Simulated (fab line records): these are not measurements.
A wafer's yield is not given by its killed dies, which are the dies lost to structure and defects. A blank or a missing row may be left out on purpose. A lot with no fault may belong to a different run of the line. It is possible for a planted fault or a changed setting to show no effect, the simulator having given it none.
The tool behind it: which one?	flow gf180mcu	15 lots, 45 wafers sampled, at 4 steps of a route of 602

WHAT EACH GAUGE READ, for each wafer
GF_HV_LDD_TW_MEAS_50.
lot	measured	on	HV_LDD_4_TW
L127	day 12 04:27	film_metro-01	571 570 570
L128	day 12 16:08	film_metro-01	572 572 572
L130	day 13 02:06	film_metro-03	576 576 576
L132	day 13 19:37	film_metro-01	572 570 572
L133	day 14 16:31	film_metro-02	577 570 575
L135	day 15 01:16	film_metro-01	568 571 570
L136	day 15 07:09	film_metro-03	577 579 577
L138	day 16 00:27	film_metro-01	570 568 568
L139	day 16 05:58	film_metro-01	30 30 30
L140	day 16 14:37	film_metro-03	30 31 31
L141	day 16 22:37	film_metro-02	31 31 30
L147	day 19 07:10	film_metro-01	569 571 568
L148	day 19 14:15	film_metro-03	573 575 575
L149	day 19 22:52	film_metro-03	574 576 571
L150	day 20 03:25	film_metro-03	578 574 575

GF_V3_CD_MEAS_14: target cd 260 nm.
lot	measured	on	cd_nm (nm)
L127	day 22 02:16	cd_sem-02	258.2 259.0 257.8
L128	day 22 16:32	cd_sem-02	261.4 260.1 262.3
L130	day 23 03:43	cd_sem-02	261.5 262.3 261.1
L132	day 23 23:28	cd_sem-01	258.9 260.5 259.4
L133	day 24 21:53	cd_sem-02	259.0 258.3 259.3
L135	day 25 04:34	cd_sem-01	259.8 260.6 260.6
L136	day 25 09:40	cd_sem-02	260.4 261.2 260.6
L138	day 26 05:25	cd_sem-02	260.5 260.1 259.4
L147	day 29 00:27	cd_sem-02	260.6 260.5 260.8
L148	day 29 08:17	cd_sem-02	258.2 259.2 258.2
L149	day 29 16:10	cd_sem-02	259.3 259.4 260.1
L150	day 29 18:48	cd_sem-01	260.3 259.5 259.7

TOOL THAT RAN EACH LOT (tool first, then ch and the chambers of the sampled wafers, then the start)
lot	GF_HV_LDD_IMPLANT_48	GF_M2_SPUTTER_01
L127	implanter-03 ch 0, day 12 04:12	pvd_sputter-03, day 17 21:02
L128	implanter-03 ch 0, day 12 15:55	pvd_sputter-02, day 18 13:17
L130	implanter-02 ch 0, day 13 01:51	pvd_sputter-02, day 18 23:17
L132	implanter-02 ch 0, day 13 19:23	pvd_sputter-02, day 19 21:46
L133	implanter-01 ch 0, day 14 16:17	pvd_sputter-02, day 20 21:31
L135	implanter-03 ch 0, day 15 01:02	pvd_sputter-04, day 21 05:48
L136	implanter-03 ch 0, day 15 06:54	pvd_sputter-04, day 21 11:30
L138	implanter-03 ch 0, day 16 00:12	pvd_sputter-02, day 22 07:49
L139	implanter-03, day 16 05:43	-
L140	implanter-03, day 16 14:22	-
L141	implanter-03, day 16 22:24	-
L147	implanter-01 ch 0, day 19 06:57	pvd_sputter-02, day 25 11:04
L148	implanter-03 ch 0, day 19 14:00	pvd_sputter-04, day 25 18:08
L149	implanter-01 ch 0, day 19 22:37	pvd_sputter-02, day 26 02:04
L150	implanter-01 ch 0, day 20 03:12	pvd_sputter-03, day 26 06:04
- GF_HV_LDD_IMPLANT_48
- GF_M2_SPUTTER_01: material TiN, target thk 30 nm, time 25 s.

WHAT THE TOOLS THEMSELVES READ (means of the sampled wafers that have a number; where no wafer has one, the mark that the record gives instead)
GF_HV_LDD_IMPLANT_48.
lot	tool	beam_energy_keV	beam_on_s (s)	faraday_current_uA	tilt_deg (degrees)
L127	implanter-03	24.986	10.00	169	6.994
L128	implanter-03	24.998	9.88	171	6.991
L130	implanter-02	25.008	9.99	169	7.017
L132	implanter-02	24.994	10.00	170	6.989
L133	implanter-01	24.999	10.09	168	7.015
L135	implanter-03	25.000	9.80	172	6.989
L136	implanter-03	25.000	10.00	170	6.991
L138	implanter-03	24.997	10.15	167	6.990
L139	implanter-03	-	-	-	-
L140	implanter-03	-	-	-	-
L141	implanter-03	-	-	-	-
L147	implanter-01	25.004	10.07	168	6.992
L148	implanter-03	24.998	10.04	168	7.017
L149	implanter-01	24.997	9.99	170	6.991
L150	implanter-01	24.998	9.93	171	6.991

GF_M2_SPUTTER_01.
lot	tool	throttle_valve_pct (%)
L127	pvd_sputter-03	29.3
L128	pvd_sputter-02	30.4
L130	pvd_sputter-02	30.6
L132	pvd_sputter-02	31.0
L133	pvd_sputter-02	31.0
L135	pvd_sputter-04	30.1
L136	pvd_sputter-04	30.0
L138	pvd_sputter-02	30.6
L147	pvd_sputter-02	30.9
L148	pvd_sputter-04	29.5
L149	pvd_sputter-02	30.3
L150	pvd_sputter-03	28.8

THE ANSWER, worked out from the rows above alone
Rule: the lots themselves supply what counts as usual. Put in order of their means at a reading, lots are off if they are a third of the lots or fewer, leave a main group of 4 or more, and stand apart from it by a gap of 3 or more times the standard deviation of the main group's means; of several such gaps the widest counts. A main group is skipped when, at the precision printed for the reading in the tables above, its means are all equal. Also off: a lot with no number at a reading for which 4 or more lots have one. Where the step has rows for the other lots, those lots are counted as sound. The gauges are gone through in route order, then the tools' own readings, and for those a lot's mean is taken as printed above. The first step at which some lot is off is used, and at that step the reading that is off furthest; a lot without a number counts as furthest.
Off: L139, L140, L141, seen at GF_HV_LDD_TW_MEAS_50 (HV_LDD_4_TW). Main group: mean 573, sd 2.8.
A tool fits if, at a process step before that reading, it ran every lot that is off, and no sound lot after the first of them. Not tried: the gauges at GF_HV_LDD_TW_MEAS_50; whatever is off there is also off at GF_HV_LDD_IMPLANT_48, on other tools, and gauge error can't account for it. Of those tried, none fits.

WHAT THE SIMULATOR HAD PUT IN
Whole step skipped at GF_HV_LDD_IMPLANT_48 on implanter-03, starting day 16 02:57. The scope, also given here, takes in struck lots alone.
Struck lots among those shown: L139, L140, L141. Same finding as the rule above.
